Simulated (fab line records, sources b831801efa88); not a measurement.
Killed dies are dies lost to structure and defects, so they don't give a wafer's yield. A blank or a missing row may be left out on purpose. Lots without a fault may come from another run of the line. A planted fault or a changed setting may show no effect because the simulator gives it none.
A struck lot beside a sound one | flow sky130 | 34 steps out of a route of 708
Sound: wafers L582.3, L582.5, L582.6. Struck: wafers L566.1, L566.2, L566.6. The cause comes at the end.
At each step with rows: each side's tool, then ch and its chambers, then its first start. Under that, the readings that differ: sound wafers | struck wafers | difference of the means | sigmas: that difference in standard deviations of wafers without a fault.
alike: readings whose means differ by less than 2 such deviations, and words and numbers that are the same on both sides. not compared: withheld readings, readings that some wafer has no value for, bounds like >300 that may hide the same value, and numbers for which the record gives no deviation and whose values overlap.
The two part at a step that has a row with sigmas, a row that says differs or no value, or rows on one side only. Numbers that don't overlap but have no deviation are shown without sigmas and don't part them. A reading that every wafer of one side lacks parts them only if that side has two wafers or more.

first, 7 steps without rows for these wafers: SKY_SONOS_TUNNEL_DEVELOP_06 (develop time 60 s); SKY_SONOS_TUNNEL_IMPLANT_09; SKY_SONOS_TUNNEL_WET_ETCH_10 (etches SiO2 in dHF, target depth 14 nm, time 280 s); SKY_SONOS_TUNNEL_STRIP_11 (strips in SPM, time 600 s); SKY_SONOS_TUNNEL_CLEAN_13 (cleans in dHF, time 20 s); SKY_SONOS_ONO_OXIDATION_00 (stabilise 600 s, purge 300 s, target thk 2.6 nm); SKY_SONOS_ONO_CVD_02 (deposits Si3N4 from DCS/NH3, target thk 10.5 nm, time 180 s).
SKY_SONOS_ONO_CVD_04: deposits SiO2 from SiH4/N2O, target thk 5.7199 nm.
  sound on lpcvd-03 ch 0, day 19 19:20; struck on lpcvd-03 ch 1, day 13 22:53
  reading                                    | sound             | struck            | difference | sigmas
  spike_tc_bottom_C (C)                      | 916.2 917.1 917.8 | 934.0 935.4 934.6 | +17.6      | +16
  spike_tc_centre_C (C)                      | 900.4 898.4 899.0 | 917.6 917.9 917.6 | +18.4      | +19
  spike_tc_lower_C (C)                       | 901.7 900.2 899.4 | 917.1 917.7 915.5 | +16.3      | +16
  spike_tc_top_C (C)                         | 906 909 907       | 934 935 933       | +27        | +6
  spike_tc_upper_C (C)                       | 898.9 899.2 901.0 | 919.1 918.1 917.2 | +18.4      | +18
  susceptor_temp_C (C)                       | 899.7 899.3 900.6 | 916.8 917.4 917.5 | +17.4      | +43
  zone_power_centre_pct (%)                  | 18.46 18.24 18.39 | 19.85 19.27 19.94 | +1.32      | +6
  zone_power_lower_pct (%)                   | 18.83 18.80 19.04 | 19.62 19.44 19.84 | +0.74      | +4
  model.SiO2_of_SONOS_ONO_CVD_04.thk_nm (nm) | 5.601 5.715 5.652 | 7.825 7.699 7.752 | +2.103     |
SKY_SONOS_ONO_THK_MEAS_05:
  sound on film_metro-04, day 19 20:36; struck on film_metro-04, day 14 00:08
  reading                   | sound          | struck         | difference | sigmas
  SONOS_ONO_CVD_04_THK (nm) | 5.60 5.75 5.66 | 7.82 7.71 7.76 | +2.09      | +17
then, 23 steps without rows for these wafers: SKY_SONOS_ONO_DEHYDRATE_06 (time 60 s); SKY_SONOS_ONO_HMDS_07 (prime time 60 s); SKY_SONOS_ONO_COAT_08 (resist thk 1140 nm); SKY_SONOS_ONO_SOFTBAKE_09 (time 60 s); SKY_SONOS_ONO_EXPOSE_10 (exposes mask ONOM, target cd 410 nm); SKY_SONOS_ONO_PEB_11; SKY_SONOS_ONO_DEVELOP_12 (develop time 60 s); SKY_SONOS_ONO_ETCH_15 (etches the open film in CHF3/O2, target depth 19.52 nm, time 7.8 s); SKY_SONOS_ONO_WET_ETCH_16 (etches SiO2 in dHF, target depth 14 nm, time 276.5 s); SKY_SONOS_ONO_STRIP_17 (strips in O2/N2); SKY_SONOS_ONO_WET_ETCH_18 (etches Si3N4 in H3PO4, target depth 15 nm, time 172 s); SKY_GATE_OXIDE_CLEAN_00 (cleans in SC1/SC2, time 150 s); SKY_GATE_OXIDE_OXIDATION_01 (stabilise 600 s, purge 300 s, target thk 10.268 nm); SKY_GATE_OXIDE_DEHYDRATE_03 (time 60 s); SKY_GATE_OXIDE_HMDS_04 (prime time 60 s); SKY_GATE_OXIDE_COAT_05 (resist thk 1140 nm); SKY_GATE_OXIDE_SOFTBAKE_06 (time 60 s); SKY_GATE_OXIDE_EXPOSE_07 (exposes mask LVOM, target cd 600 nm); SKY_GATE_OXIDE_PEB_08; SKY_GATE_OXIDE_DEVELOP_09 (develop time 60 s); SKY_GATE_OXIDE_IMPLANT_11; SKY_GATE_OXIDE_WET_ETCH_12 (etches SiO2 in dHF, target depth 16.8 nm, time 336 s); SKY_GATE_OXIDE_STRIP_13 (strips in O2/N2).
-- the record jumps here: 2 days lie between the struck wafers' starts before and after --
SKY_GATE_OXIDE_CLEAN_15: cleans in SC1/SC2, time 150 s.
  sound on wet_bench-01 ch 0, day 22 13:11; struck on wet_bench-01 ch 3, day 16 09:32
  reading                                    | sound             | struck           | difference | sigmas
  model.SiO2_of_SONOS_ONO_CVD_04.thk_nm (nm) | 4.094 4.205 4.139 | 6.32 6.197 6.249 | +2.11      |
-- the record jumps here: 31 days lie between the struck wafers' starts before and after (it left off in module GATE_OXIDE and takes up again in module PAD_OPEN, whose first step shown is number 708 of the route) --
SKY_PAD_OPEN_PROBE_99:
  sound on prober-02, day 51 05:55; struck on prober-01, day 47 15:57
  reading                                     | sound                | struck                | difference | sigmas
  model.etest.sonos_erased.drive_ua_um        | 196.8 203.4 200.5    | 50.09 68.9 69.4       | -137.44    |
  model.etest.sonos_uncharged.r_on_ohm_um     | 816.7 816.3 817.6    | 888.9 885.5 874.6     | +66.1      |
  model.etest.sonos_programmed.off_log10_a_um | -14.1 -13.98 -14.09  | -5.998 -6.816 -6.92   | +7.479     |
  model.etest.cap_ono.gate_bv_v (V)           | 16.12 16.57 16.44    | 18.51 19.21 18.79     | +2.46      |
  model.etest.cap_ono.tox_acc_nm (nm)         | 12.82 12.96 12.94    | 14.95 14.77 14.81     | +1.94      |
  model.etest.sonos_erased.vt_v (V)           | -2.319 -2.265 -2.296 | -0.9558 -1.121 -1.082 | +1.2404    |
  model.etest.sonos_programmed.vt_v (V)       | 1.492 1.411 1.442    | 0.1658 0.2629 0.2729  | -1.2145    |
  model.etest.cap_ono.under_floor             | 0 0 0                | 1 1 1                 | +1         |
  alike: killed_at_M0_to_M3, killed_at_M4_up, killed_at_contacts, killed_at_front_end, killed_at_other, killed_dies, killed_open, killed_short

WHERE THEY PART
First at SKY_SONOS_ONO_CVD_04; last, within this record, at SKY_SONOS_ONO_THK_MEAS_05. Later steps at which nothing parts them and some readings are alike: SKY_PAD_OPEN_PROBE_99.

WHY: what the simulator had put in
Process parameter drift: lpcvd-03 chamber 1, from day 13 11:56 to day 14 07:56, at SKY_SONOS_ONO_CVD_04. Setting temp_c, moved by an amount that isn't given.
